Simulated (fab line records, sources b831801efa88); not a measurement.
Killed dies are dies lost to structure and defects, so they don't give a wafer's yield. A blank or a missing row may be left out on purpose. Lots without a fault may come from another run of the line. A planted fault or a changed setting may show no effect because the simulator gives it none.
A struck lot beside a sound one | flow sky130 | 36 steps out of a route of 708
Sound: wafers L151.1, L151.2, L151.6. Struck: wafers L141.3, L141.4, L141.6. The cause comes at the end.
At each step with rows: each side's tool, then ch and its chambers, then its first start. Under that, the readings that differ: sound wafers | struck wafers | difference of the means | sigmas: that difference in standard deviations of wafers without a fault.
alike: readings whose means differ by less than 2 such deviations, and words and numbers that are the same on both sides. not compared: withheld readings, readings that some wafer has no value for, bounds like >300 that may hide the same value, and numbers for which the record gives no deviation and whose values overlap.
The two part at a step that has a row with sigmas, a row that says differs or no value, or rows on one side only. Numbers that don't overlap but have no deviation are shown without sigmas and don't part them. A reading that every wafer of one side lacks parts them only if that side has two wafers or more.

first, 10 steps without rows for these wafers: SKY_GATE_OXIDE_COAT_05 (resist thk 1140 nm); SKY_GATE_OXIDE_SOFTBAKE_06 (time 60 s); SKY_GATE_OXIDE_EXPOSE_07 (exposes mask LVOM, target cd 600 nm); SKY_GATE_OXIDE_PEB_08; SKY_GATE_OXIDE_DEVELOP_09 (develop time 60 s); SKY_GATE_OXIDE_IMPLANT_11; SKY_GATE_OXIDE_WET_ETCH_12 (etches SiO2 in dHF, target depth 16.8 nm, time 336 s); SKY_GATE_OXIDE_STRIP_13 (strips in O2/N2); SKY_GATE_OXIDE_CLEAN_15 (cleans in SC1/SC2, time 150 s); SKY_GATE_OXIDE_OXIDATION_16 (stabilise 600 s, purge 300 s, target thk 3.57 nm).
SKY_POLY_GATE_CVD_00: deposits poly-Si, target thk 180 nm, time 720 s.
  sound on lpcvd-01 ch 1, day 20 23:21; struck on lpcvd-01 ch 0, day 17 14:11
  reading                                       | sound             | struck            | difference | sigmas
  model.poly-Si_of_POLY_GATE_CVD_00.thk_nm (nm) | 180.1 179.9 178.8 | 136.2 136.8 135.4 | -43.5      |
  alike: susceptor_temp_C
SKY_POLY_GATE_THK_MEAS_01:
  sound on film_metro-02, day 21 00:33; struck on film_metro-02, day 17 15:25
  reading                   | sound             | struck            | difference | sigmas
  POLY_GATE_CVD_00_THK (nm) | 180.0 180.0 178.8 | 136.2 136.7 135.5 | -43.5      | -33
then, 9 steps without rows for these wafers: SKY_RES_PROTECT_DEHYDRATE_00 (time 60 s); SKY_RES_PROTECT_HMDS_01 (prime time 60 s); SKY_RES_PROTECT_COAT_02 (resist thk 1140 nm); SKY_RES_PROTECT_SOFTBAKE_03 (time 60 s); SKY_RES_PROTECT_EXPOSE_04 (exposes mask RPM, target cd 1270 nm); SKY_RES_PROTECT_PEB_05; SKY_RES_PROTECT_DEVELOP_06 (develop time 60 s); SKY_POLY_GATE_IMPLANT_02; SKY_RES_PROTECT_STRIP_07 (strips in O2/N2).
SKY_RES_PROTECT_CLEAN_09: cleans in SC1/SC2, time 150 s.
  sound on wet_bench-03 ch 3, day 22 08:18; struck on wet_bench-03 ch 0, day 18 20:05
  reading                                       | sound             | struck            | difference | sigmas
  model.poly-Si_of_POLY_GATE_CVD_00.thk_nm (nm) | 179.4 179.3 178.1 | 135.6 136.2 134.8 | -43.4      |
then, 11 steps without rows for these wafers: SKY_POLY_GATE_CVD_03 (deposits Si3N4 from DCS/NH3, target thk 75 nm, time 1290 s); SKY_POLY_GATE_DEHYDRATE_05 (time 60 s); SKY_POLY_GATE_HMDS_06 (prime time 60 s); SKY_POLY_GATE_COAT_07 (resist thk 110 nm); SKY_POLY_GATE_COAT_08 (resist thk 450 nm); SKY_POLY_GATE_SOFTBAKE_09 (time 90 s); SKY_POLY_GATE_EXPOSE_10 (exposes mask P1M, target cd 150 nm); SKY_POLY_GATE_PEB_11; SKY_POLY_GATE_DEVELOP_12 (develop time 60 s); SKY_POLY_GATE_ETCH_15 (etches BARC in N2/H2, stops on SiO2, time 118.5 s, target depth 110 nm); SKY_POLY_GATE_ETCH_16 (etches Si3N4 in CH3F/O2, stops on poly-Si, time 147.5 s, target depth 75 nm).
SKY_POLY_GATE_ETCH_17: etches poly-Si in HBr/Cl2, stops on SiO2, target depth 180 nm, time 70.5 s.
  sound on rie_si-02 ch 0,3, day 23 17:03; struck on rie_si-02 ch 0,2,3, day 20 07:53
  reading                               | sound             | struck            | difference | sigmas
  oes_product_au (a.u.)                 | 1.001 0.990 0.990 | 0.821 0.823 0.812 | -0.175     | -26
  model.etch.depth_nm (nm)              | 179.4 179.3 178.1 | 135.6 136.2 134.8 | -43.4      |
  model.POLY_GATE.feature_depth_nm (nm) | 179.4 179.3 178.1 | 135.6 136.2 134.8 | -43.4      |
  alike: bias_w, drypump_motor_current_A, rf_fwd_power_W, throttle_valve_pct
  not compared: rf_hours_counter_h
then, 1 step without rows for these wafers: SKY_POLY_GATE_STRIP_18 (strips in O2/N2).
-- the record jumps here: 28 days lie between the struck wafers' starts before and after (it left off in module POLY_GATE and takes up again in module PAD_OPEN, whose first step shown is number 708 of the route) --
SKY_PAD_OPEN_PROBE_99:
  sound on prober-01, day 50 13:20; struck on prober-02, day 48 15:23
  reading                              | sound             | struck            | difference | sigmas
  model.etest.res_xhigh_po.line_ohm_um | 5452 6063 5593    | 5203 5047 5435    | -474       |
  model.etest.res_xhigh_po.rs_ohm_sq   | 1909 2097 1927    | 1815 1770 1852    | -165       |
  model.etest.res_high_po.line_ohm_um  | 729.6 781.5 757   | 884 869.4 911.2   | +132       |
  model.etest.res_poly.line_ohm_um     | 498.9 544 525     | 641.5 628.2 676.3 | +126.0     |
  model.etest.tip_sonos.rs_ohm_sq      | 2610 2640 2646    | 2595 2590 2609    | -34        |
  model.etest.res_high_po.rs_ohm_sq    | 258.1 270.9 262   | 310.4 304.5 318.7 | +47.5      |
  model.etest.licon_high_po.rc_ohm     | 350.9 370.6 372.1 | 318.9 301.7 309.4 | -54.5      |
  model.etest.res_poly.rs_ohm_sq       | 47.91 49.34 48.42 | 60.23 59.12 60.9  | +11.53     |
  alike: killed_at_M0_to_M3, killed_at_M4_up, killed_at_contacts, killed_at_front_end, killed_at_other, killed_dies, killed_open, killed_short

WHERE THEY PART
First at SKY_POLY_GATE_THK_MEAS_01; last, within this record, at SKY_POLY_GATE_ETCH_17. Later steps at which nothing parts them and some readings are alike: SKY_PAD_OPEN_PROBE_99.

WHY: what the simulator had put in
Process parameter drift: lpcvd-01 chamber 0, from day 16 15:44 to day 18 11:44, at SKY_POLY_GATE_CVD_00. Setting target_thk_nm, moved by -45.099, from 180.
